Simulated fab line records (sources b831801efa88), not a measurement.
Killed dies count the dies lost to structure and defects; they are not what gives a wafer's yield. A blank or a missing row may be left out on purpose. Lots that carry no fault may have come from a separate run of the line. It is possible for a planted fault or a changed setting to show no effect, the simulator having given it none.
What tool caused it?	flow gf180mcu	39 wafers from 13 lots sampled at 5 of the route's 602 steps

## WHAT THE GAUGES SHOWED, per wafer
GF_DNWELL_TW_MEAS_09. Usual: DNWELL_TW typically reads 1343, with standard deviation 9.4.
lot	measured	on	DNWELL_TW	flag
L408	day 2 23:38	film_metro-03	1340 1339 1338	
L409	day 3 06:45	film_metro-01	1352 1358 1359	
L411	day 3 19:25	film_metro-01	1351 1353 1349	
L414	day 4 14:50	film_metro-01	1356 1351 1349	
L415	day 4 14:56	film_metro-03	1321 1327 1329	
L417	day 5 01:40	film_metro-01	1499 1502 1495	OFF
L419	day 5 11:02	film_metro-03	1499 1507 1493	OFF
L420	day 5 14:29	film_metro-03	1326 1320 1326	
L424	day 6 12:25	film_metro-04	1342 1346 1338	
L425	day 6 18:21	film_metro-03	1335 1343 1336	
L426	day 7 02:02	film_metro-03	1341 1345 1346	
L428	day 7 09:45	film_metro-04	1348 1347 1347	
L430	day 7 21:31	film_metro-04	1340 1346 1352	

GF_VT_IMPLANT_RS_MEAS_49: measurement is done with a four-point probe. Usual: MVPSD_RS typically reads 1175.0 ohm/sq, with standard deviation 2.8.
lot	measured	on	MVPSD_RS (ohm/sq)	flag
L408	day 7 17:39	film_metro-04	1175.4 1176.6 1175.7	
L409	day 8 06:39	film_metro-03	1180.1 1177.4 1176.2	
L411	day 8 23:34	film_metro-04	1175.4 1182.2 1178.3	
L414	day 10 00:28	film_metro-04	1174.8 1174.4 1175.4	
L415	day 9 23:32	film_metro-03	1177.5 1176.7 1176.3	
L417	day 10 11:49	film_metro-04	1173.5 1171.0 1173.6	
L419	day 10 22:47	film_metro-04	1172.1 1173.6 1174.5	
L420	day 11 04:28	film_metro-03	1175.2 1177.4 1176.5	
L424	day 12 09:30	film_metro-02	1174.6 1172.8 1175.6	
L425	day 12 15:43	film_metro-02	1172.8 1172.2 1175.2	
L426	day 13 00:00	film_metro-04	1175.1 1174.0 1175.5	
L428	day 13 09:23	film_metro-02	1175.6 1172.7 1177.3	
L430	day 14 00:57	film_metro-04	1173.5 1179.5 1171.8	

GF_HV_LDD_CD_MEAS_31: target cd 400 nm. Usual: cd_nm 398.3 nm, standard deviation 2.1.
lot	measured	on	cd_nm (nm)	flag
L408	day 11 15:19	cd_sem-01	398.3 397.2 397.7	
L409	day 12 05:58	cd_sem-02	399.3 398.6 400.9	
L411	day 13 02:31	cd_sem-01	401.6 400.8 401.2	
L414	day 14 09:23	cd_sem-01	395.1 395.9 399.1	
L415	day 14 07:54	cd_sem-01	400.8 396.2 397.6	
L417	day 15 00:58	cd_sem-01	400.4 401.3 400.6	
L419	day 15 10:41	cd_sem-01	400.7 402.1 401.7	
L420	day 15 19:02	cd_sem-02	400.7 398.6 400.9	
L424	day 17 06:01	cd_sem-01	403.5 402.7 402.7	
L425	day 17 07:47	cd_sem-01	394.4 394.6 396.8	
L426	day 17 17:25	cd_sem-01	397.1 396.9 397.3	
L428	day 18 12:35	cd_sem-01	398.5 398.5 397.1	
L430	day 19 06:40	cd_sem-02	398.4 395.5 396.2	

## EACH LOT AND THE TOOL THAT RAN IT (in order: tool; ch and the chambers of the sampled wafers; start)
lot	GF_DNWELL_IMPLANT_07	GF_VT_IMPLANT_RTA_45
L408	implanter-03 ch 0, day 2 23:24	rtp_anneal-02 ch 0, day 7 17:11
L409	implanter-02 ch 0, day 3 06:30	rtp_anneal-02 ch 0, day 8 06:11
L411	implanter-01 ch 0, day 3 19:10	rtp_anneal-02 ch 0, day 8 23:06
L414	implanter-02 ch 0, day 4 14:36	rtp_anneal-02 ch 0, day 10 00:01
L415	implanter-01 ch 0, day 4 14:43	rtp_anneal-02 ch 0, day 9 23:04
L417	implanter-02 ch 0, day 5 01:25	rtp_anneal-01 ch 0, day 10 11:22
L419	implanter-02 ch 0, day 5 10:48	rtp_anneal-01 ch 0, day 10 22:19
L420	implanter-01 ch 0, day 5 14:16	rtp_anneal-01 ch 0, day 11 03:59
L424	implanter-03 ch 0, day 6 12:11	rtp_anneal-01 ch 0, day 12 09:02
L425	implanter-01 ch 0, day 6 18:06	rtp_anneal-02 ch 0, day 12 15:15
L426	implanter-03 ch 0, day 7 01:48	rtp_anneal-02 ch 0, day 12 23:32
L428	implanter-03 ch 0, day 7 09:31	rtp_anneal-02 ch 0, day 13 08:55
L430	implanter-03 ch 0, day 7 21:17	rtp_anneal-01 ch 0, day 14 00:29
- GF_DNWELL_IMPLANT_07
- GF_VT_IMPLANT_RTA_45: time 30 s.

## AS READ BY THE TOOLS THEMSELVES (means over the sampled wafers that have a number; for cases with no such wafer, the mark the record gives instead)
GF_DNWELL_IMPLANT_07. Usual: dose_ions_cm2 1.0001e+13, standard deviation 1e+10; faraday_current_uA 56.3, standard deviation 1.3; tilt_deg 0.000 degrees, standard deviation 0.019.
lot	tool	dose_ions_cm2	faraday_current_uA	tilt_deg (degrees)	flag
L408	implanter-03	9.9943e+12	56.5	-0.005	
L409	implanter-02	1.0008e+13	56.5	-0.001	
L411	implanter-01	1.0007e+13	55.5	0.006	
L414	implanter-02	1.0015e+13	56.6	-0.012	
L415	implanter-01	9.9977e+12	56.6	-0.016	
L417	implanter-02	1.0009e+13	56.1	5.687	OFF
L419	implanter-02	9.9960e+12	56.5	5.692	OFF
L420	implanter-01	1.0006e+13	55.6	-0.016	
L424	implanter-03	1.0007e+13	56.0	0.008	
L425	implanter-01	1.0006e+13	57.0	-0.019	
L426	implanter-03	9.9953e+12	56.1	0.021	
L428	implanter-03	9.9967e+12	56.4	-0.002	
L430	implanter-03	1.0003e+13	55.0	0.001	

GF_VT_IMPLANT_RTA_45. Usual: lamp_power_pct 33.3 %, standard deviation 2.4; wafer_temp_C_max 1057.1, standard deviation 1.5.
lot	tool	lamp_power_pct (%)	wafer_temp_C_max	flag
L408	rtp_anneal-02	35.9	1057.0	
L409	rtp_anneal-02	35.9	1056.5	
L411	rtp_anneal-02	35.9	1056.3	
L414	rtp_anneal-02	35.9	1056.0	
L415	rtp_anneal-02	35.9	1056.5	
L417	rtp_anneal-01	31.0	1056.2	
L419	rtp_anneal-01	31.0	1058.6	
L420	rtp_anneal-01	31.0	1057.7	
L424	rtp_anneal-01	31.0	1058.2	
L425	rtp_anneal-02	35.9	1055.3	
L426	rtp_anneal-02	35.9	1056.2	
L428	rtp_anneal-02	35.9	1056.0	
L430	rtp_anneal-01	31.0	1058.9	

## THE ANSWER, worked out from the rows above alone
Rule: a lot counts as off when the mean over its wafers that have a number is more than 3 standard deviations away from the usual mean. Also off: a lot with no number at a reading for which 4 or more lots have one. The other lots that the step has rows for count as sound. The gauges are gone through in route order, then the tools' own readings, and for those a lot's mean is taken as printed above. The first step at which some lot is off is used, and at that step the reading that is off furthest; a lot without a number counts as furthest.
Off: L417, L419, seen at GF_DNWELL_TW_MEAS_09 (DNWELL_TW).
If a tool, at a process step before that reading, ran all the lots that are off and no sound lot after the first of them, it fits. Not tried: the gauges at GF_DNWELL_TW_MEAS_09; whatever is off there is also off at GF_DNWELL_IMPLANT_07, on other tools, and gauge error can't account for it. One fits: GF_DNWELL_IMPLANT_07 on implanter-02. Its last sound lot is L414 (day 4 14:36), its first lot that is off L417 (day 5 01:25): a fault that began between those two fits.
The tool's own readings at GF_DNWELL_IMPLANT_07 bear it out: on the lots that are off they differ by more than 5 times the standard deviation of the sound lots' means. tilt_deg reads 5.690 degrees there against -0.003 degrees on the sound lots.

## WHAT HAD BEEN PUT IN BY THE SIMULATOR
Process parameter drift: implanter-02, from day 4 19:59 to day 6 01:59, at GF_DNWELL_IMPLANT_07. A move of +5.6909 in setting tilt_deg, from 0. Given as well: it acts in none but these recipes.
Shown lots that were struck: L417, L419. The rule above found the same.
